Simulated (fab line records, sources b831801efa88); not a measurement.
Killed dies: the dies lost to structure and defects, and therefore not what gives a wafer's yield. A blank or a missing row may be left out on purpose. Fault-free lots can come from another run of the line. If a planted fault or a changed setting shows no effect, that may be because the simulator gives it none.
fab line records	flow sfq-line
[record] lots = 6	wafers = 18	last-day = 80
route steps=325 shown I6@266
lots untouched by any fault: they come from a run of this same line in which no faults occurred
start-h: start of the lot's first displayed wafer, in hours after the record's first day	wait-h: time in hours since the lot's previous step	" identical to the entry in the row above	L1.1+2: one row covering several wafers at once	- value missing, or start not given	* or withheld: withheld	< > ~ a bound
route shown NAME@n: a module of which the file shows steps, and the number in the route of the first	usual: mean/standard deviation taken from wafers without a fault	same: alike in all rows	chamber/n: place in a boat	sites: per-site readings	_std_site: how widely they spread, as a standard deviation	_edge_site: inner sites' mean taken away from outer sites' mean	radius-mm: how far each site lies from the wafer's centre	mask NAME#n: copy n	behind: the last tool/chamber to shape the wafer	hold: cause of the lot's hold/its duration in hours/its outcome	device: which transistor (n, p or np) failed to switch	end of line: at the end of the route, the tests of the same wafers	for a step that has no rows: nothing shown but its recipe	killed: dies that structure and defects cost at the first sort, which is not the same as the wafer's yield	map: the dies of a wafer, with x for killed, . for not killed, _ for no die there
set.NAME: the setting that was run; set.NAME@STEP: the one run at that earlier step	model.NAME: the simulator's own value behind a step, which no gauge read
lots at selected steps of the route; one table per step, one row per wafer
services: from which hour (start-h, from the record's first day; less than 0 if before it) a tool's chamber was out of use, for how many hours, and why
[[steps]]
[step SFQ_TRILAYER_I6_DEP_PECVD_165]
[recipe] material = SiO2	temp-c = 150	time-s = 111.11	pressure-torr = 2.4	rf-w = 183.3	precursor = SiH4/N2O	target-thk-nm = 500
[usual] heater-power-w = 82/16	throttle-valve-pct = 24.3/0.42
lot.wafer	tool	chamber	start-h	wait-h	heater-power-w	throttle-valve-pct
L245.2	pecvd-04	2	1528.73	0.0	70	24.2
L245.3	"	0	"	"	79	24.7
L245.4	"	1	"	"	109	23.8
L248.1	pecvd-04	1	1542.92	0.0	107	23.8
L248.2	"	2	"	"	71	23.7
L248.3	"	0	"	"	74	24.4
L259.1	pecvd-03	1	1640.92	0.0	84	24.2
L259.3	"	0	"	"	89	23.7
L259.5	"	0	"	"	91	23.8
L261.1	pecvd-04	2	1650.62	0.0	76	24.6
L261.2	"	0	"	"	81	24.6
L261.4	"	2	"	"	77	24.4
L263.1	pecvd-02	2	1662.62	0.0	71	24.9
L263.4	"	2	"	"	58	25.0
L263.6	"	0	"	"	86	24.7
L264.1	pecvd-02	1	1668.62	0.0	60	24.3
L264.3	"	0	"	"	81	24.8
L264.6	"	0	"	"	86	24.6
[step SFQ_TRILAYER_I6_CMP_CMP_166]
[recipe] material = SiO2	down-force-psi = 3	platen-rpm = 60	pad-velocity-m-s = 0.94248
[usual] motor-current-A = 9.9/0.51	time-to-endpoint-s = 216/9.6
lot.wafer	tool	chamber	start-h	wait-h	motor-current-A	time-to-endpoint-s
L245.3	cmp-02	1	1553.76	25.0	9.6	218
L245.4	"	2	"	"	9.2	207
L245.2	"	3	"	"	10.2	203
L248.3	cmp-02	2	1568.76	25.8	9.2	212
L248.1	"	3	"	"	10.1	206
L248.2	"	0	"	"	9.1	222
L259.3	cmp-01	1	1641.00	0.0	10.3	200
L259.1	"	3	1642.00	1.0	10.7	205
L259.5	"	1	1643.00	2.0	10.4	207
L261.4	cmp-02	3	1651.20	0.5	9.9	220
L261.1	"	0	"	"	9.3	217
L261.2	"	1	"	"	9.7	231
L263.4	cmp-01	3	1663.20	0.5	10.7	227
L263.1	"	1	1664.20	1.5	10.2	204
L263.6	"	2	"	"	10.7	221
L264.3	cmp-02	2	1672.10	3.4	9.6	225
L264.1	"	3	"	"	9.9	227
L264.6	"	0	"	"	9.8	229
[step SFQ_I6_BOW_MEAS_941]
[recipe] mode = bow
[usual] I6_BOW = 10/12
lot.wafer	tool	chamber	start-h	wait-h	I6_BOW[um]
L245.2	film-metro-01	-	1556.78	1.5	18
L245.3	"	-	"	"	13
L245.4	"	-	"	"	13
L248.1	film-metro-01	-	1571.76	2.0	-2
L248.2	"	-	"	"	-3
L248.3	"	-	"	"	4
L259.1	film-metro-01	-	1644.00	1.5	18
L259.3	"	-	"	"	13
L259.5	"	-	"	"	3
L261.1	film-metro-01	-	1653.70	1.5	27
L261.2	"	-	"	"	28
L261.4	"	-	"	"	12
L263.1	film-metro-02	-	1665.70	1.0	23
L263.4	"	-	"	"	6
L263.6	"	-	"	"	20
L264.1	film-metro-01	-	1674.10	1.0	19
L264.3	"	-	"	"	16
L264.6	"	-	"	"	7
[step SFQ_TRILAYER_I6_METRO_MEASURE_167]
[usual] thk-nm = 200.1/1.4
lot.wafer	tool	chamber	start-h	wait-h	thk-nm
L245.2	film-metro-01	-	1557.08	0.3	199.9
L245.3	"	-	"	"	202.0
L245.4	"	-	"	"	199.7
L248.1	film-metro-01	-	1571.88	0.1	199.0
L248.2	"	-	"	"	201.7
L248.3	"	-	"	"	200.1
L259.1	film-metro-01	-	1644.12	0.1	199.2
L259.3	"	-	"	"	198.0
L259.5	"	-	"	"	198.7
L261.1	film-metro-01	-	1653.82	0.1	201.1
L261.2	"	-	"	"	201.1
L261.4	"	-	"	"	199.0
L263.1	film-metro-02	-	1665.82	0.1	198.8
L263.4	"	-	"	"	202.6
L263.6	"	-	"	"	201.3
L264.1	film-metro-01	-	1674.22	0.1	199.4
L264.3	"	-	"	"	201.0
L264.6	"	-	"	"	200.7
[step SFQ_TRILAYER_I6_VIA_LITHO_COAT_174]
[recipe] resist = BARC	spin-rpm = 3000	resist-thk-nm = 62
[step SFQ_TRILAYER_I6_VIA_LITHO_COAT_169]
[recipe] resist = KrF	spin-rpm = 3000	resist-thk-nm = 650
[step SFQ_TRILAYER_I6_VIA_LITHO_SOFTBAKE_173]
[recipe] temp-c = withheld	time-s = withheld	resist = KrF
[step SFQ_TRILAYER_I6_VIA_LITHO_EXPOSE_170]
[recipe] mask-id = I6	na = 0.6	source-shape = conventional	sigma-outer = 0.65	target-cd-nm = 700	dose-mj = 21.3
[step SFQ_TRILAYER_I6_VIA_LITHO_PEB_172]
[recipe] peb-temp-c = 115	peb-time-s = 60	resist = KrF
[step SFQ_TRILAYER_I6_VIA_LITHO_DEVELOP_171]
[recipe] time-s = 60	resist = KrF
[step SFQ_I6_OVL_MEAS_942]
[usual] I6_OVL = -2/5.6
lot.wafer	tool	chamber	start-h	wait-h	I6_OVL[nm]
L245.2	overlay-01	-	1562.38	0.1	3
L245.3	"	-	"	"	-2
L245.4	"	-	"	"	-2
L248.1	overlay-02	-	1575.33	0.1	-1
L248.2	"	-	"	"	-4
L248.3	"	-	"	"	-1
L259.1	overlay-02	-	1654.43	0.1	4
L259.3	"	-	"	"	2
L259.5	"	-	"	"	-2
L261.1	overlay-01	-	1659.23	0.1	-3
L261.2	"	-	"	"	-4
L261.4	"	-	"	"	0
L263.1	overlay-01	-	1672.43	0.1	-12
L263.4	"	-	"	"	-5
L263.6	"	-	"	"	-10
L264.1	overlay-02	-	1679.63	0.1	0
L264.3	"	-	"	"	-1
L264.6	"	-	"	"	-3
[step SFQ_TRILAYER_I6_VIA_BARC_OPEN_VIA_ETCH_235]
[recipe] mask-material = PR	chemistry = O2	target-depth-nm = 125	target = BARC	source-w = 500	bias-w = 80	pressure-mtorr = 30	time-s = 41.7
[usual] bias-w = 79.97/0.23	drypump-motor-current-A = 5.8/0.4	oes-product-au = 0.685/0.005
lot.wafer	tool	chamber	start-h	wait-h	bias-w	drypump-motor-current-A	oes-product-au	rf-hours-counter-h
L245.2	rie-diel-01	1	1562.41	0.0	79.80	5.8	0.690	11
L245.3	"	2	"	"	79.82	5.8	0.683	7
L245.4	"	0	"	"	80.20	5.6	0.686	8
L248.1	rie-diel-03	0	1575.36	0.0	79.90	4.8	0.681	22
L248.2	"	1	"	"	79.94	5.4	0.690	22
L248.3	"	2	"	"	80.18	5.8	0.684	9
L259.1	rie-diel-01	3	1654.46	0.0	79.91	6.2	0.693	8
L259.3	"	2	"	"	79.79	5.8	0.684	9
L259.5	"	1	"	"	79.96	5.8	0.686	-
L261.1	rie-diel-01	1	1659.26	0.0	80.35	5.8	0.680	14
L261.2	"	3	"	"	80.00	6.2	0.683	8
L261.4	"	2	"	"	80.03	5.8	0.689	10
L263.1	rie-diel-04	1	1672.46	0.0	80.05	6.6	0.690	15
L263.4	"	0	"	"	79.85	5.7	0.673	18
L263.6	"	0	"	"	80.14	5.7	0.679	-
L264.1	rie-diel-03	0	1679.66	0.0	80.47	4.8	0.685	1
L264.3	"	1	"	"	79.94	5.4	0.688	2
L264.6	"	2	"	"	80.04	5.7	0.680	-
[step SFQ_TRILAYER_I6_VIA_ETCH_VIA_ETCH_172]
[recipe] target = SiO2	stop-on = Nb	mask-material = PR	taper-deg = 20	chemistry = CHF3	target-depth-nm = 260	source-w = 500	bias-w = 80	pressure-mtorr = 30	time-s = withheld
[usual] bias-w = 79.98/0.24	drypump-motor-current-A = 5.8/0.4	oes-product-au = 0.854/0.005
lot.wafer	tool	chamber	start-h	wait-h	bias-w	drypump-motor-current-A	oes-product-au
L245.2	rie-diel-01	1	1562.45	0.0	80.16	5.8	0.849
L245.3	"	2	"	"	79.61	5.8	0.857
L245.4	"	0	"	"	80.12	5.6	0.846
L248.1	rie-diel-03	0	1575.40	0.0	80.26	4.8	0.852
L248.2	"	1	"	"	79.89	5.4	0.861
L248.3	"	2	"	"	79.81	5.7	0.860
L259.1	rie-diel-01	3	1654.50	0.0	72.80	6.2	0.850
L259.3	"	2	"	"	72.39	5.8	0.855
L259.5	"	1	"	"	72.05	5.8	0.852
L261.1	rie-diel-01	1	1659.30	0.0	72.62	5.8	0.862
L261.2	"	3	"	"	72.73	6.2	0.855
L261.4	"	2	"	"	72.79	5.8	0.851
L263.1	rie-diel-04	1	1672.50	0.0	80.12	6.6	0.860
L263.4	"	0	"	"	79.93	5.7	0.866
L263.6	"	0	"	"	79.84	5.7	0.856
L264.1	rie-diel-03	0	1679.70	0.0	80.20	4.8	0.854
L264.3	"	1	"	"	79.79	5.4	0.851
L264.6	"	2	"	"	79.83	5.7	0.854
[step SFQ_TRILAYER_I6_VIA_STRIP_STRIP_173]
[recipe] gas = O2	power-w = 200	platen-temp-c = 40	overash-fraction = 0.65	chemistry = O2	pressure-mtorr = 50
[usual] drypump-motor-current-A = 5.3/0.41	oes-product-au = 1.007/0.013
lot.wafer	tool	chamber	start-h	wait-h	drypump-motor-current-A	oes-product-au	rf-hours-counter-h
L245.2	rie-metal-04	1	1562.57	-	4.9	0.978	40
L245.3	"	0	"	"	5.1	1.010	-
L245.4	"	1	"	"	4.8	0.985	-
L248.1	rie-metal-04	1	1575.52	-	4.8	0.979	43
L248.2	"	0	"	"	5.1	1.002	25
L248.3	"	1	"	"	4.9	0.984	-
L259.1	rie-metal-04	0	1654.62	-	5.1	1.006	39
L259.3	"	0	"	"	5.1	1.002	-
L259.5	"	1	"	"	4.9	0.996	-
L261.1	rie-metal-04	1	1659.42	-	4.8	1.000	58
L261.2	"	0	"	"	5.1	1.012	40
L261.4	"	1	"	"	4.8	1.007	-
L263.1	rie-metal-04	1	1672.62	-	4.9	1.012	60
L263.4	"	1	"	"	4.9	1.019	-
L263.6	"	0	"	"	5.1	1.024	-
L264.1	rie-metal-04	0	1679.82	-	5.1	1.010	43
L264.3	"	1	"	"	4.9	0.998	-
L264.6	"	0	"	"	5.1	1.010	-
[[services]]
tool	chamber	start-h	hours	kind
cmp-02	-	1513.24	0.9	repair
rie-diel-04	0	1525.11	2.0	repair
cmp-01	-	1527.78	17.3	pm
rie-metal-04	0	1528.84	5.5	repair
film-metro-02	-	1554.55	0.7	pm
rie-diel-03	0	1556.52	8.0	repair
rie-metal-04	-	1577.31	2.8	pm
pecvd-02	-	1599.15	1.5	repair
rie-diel-03	1	1600.01	-	clean
rie-diel-03	1	1600.01	-	consumable-replace:esc
rie-diel-03	1	1600.01	21.5	scheduled-down
cmp-01	-	1602.11	4.0	pm
film-metro-02	-	1607.40	1.5	pm
rie-diel-01	-	1610.53	0.6	repair
film-metro-02	-	1616.53	0.7	pm
film-metro-01	-	1618.31	0.5	pm
rie-diel-01	0	1620.70	3.9	repair
cmp-02	-	1628.91	1.1	repair
rie-diel-04	3	1642.58	6.8	repair
pecvd-03	-	1657.99	5.5	pm
rie-diel-03	-	1659.97	1.6	repair
rie-diel-01	0	1665.31	5.8	repair
cmp-01	-	1666.31	4.3	repair
film-metro-02	-	1675.13	0.4	pm
[[key]]
[first-sign] step = SFQ_TRILAYER_I6_VIA_ETCH_VIA_ETCH_172	reading = bias-w	direction = down	sigmas = 31	usual = 79.98	struck = 72.56
effect none on later readings
met-at SFQ_TRILAYER_I6_VIA_ETCH_VIA_ETCH_172
struck-wafers L259.1,L259.3,L259.5,L261.1,L261.2,L261.4
onset-between 1562.45 1654.50
[fault] kind = process-parameter-drift	tool = rie-diel-01	chamber = -	onset-h = 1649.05	steps = SFQ_TRILAYER_I6_VIA_ETCH_VIA_ETCH_172	channel = bias-w	offset = -7.3703	shape = step	end-h = 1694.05	acts-in = these-recipes-only	stated = 80
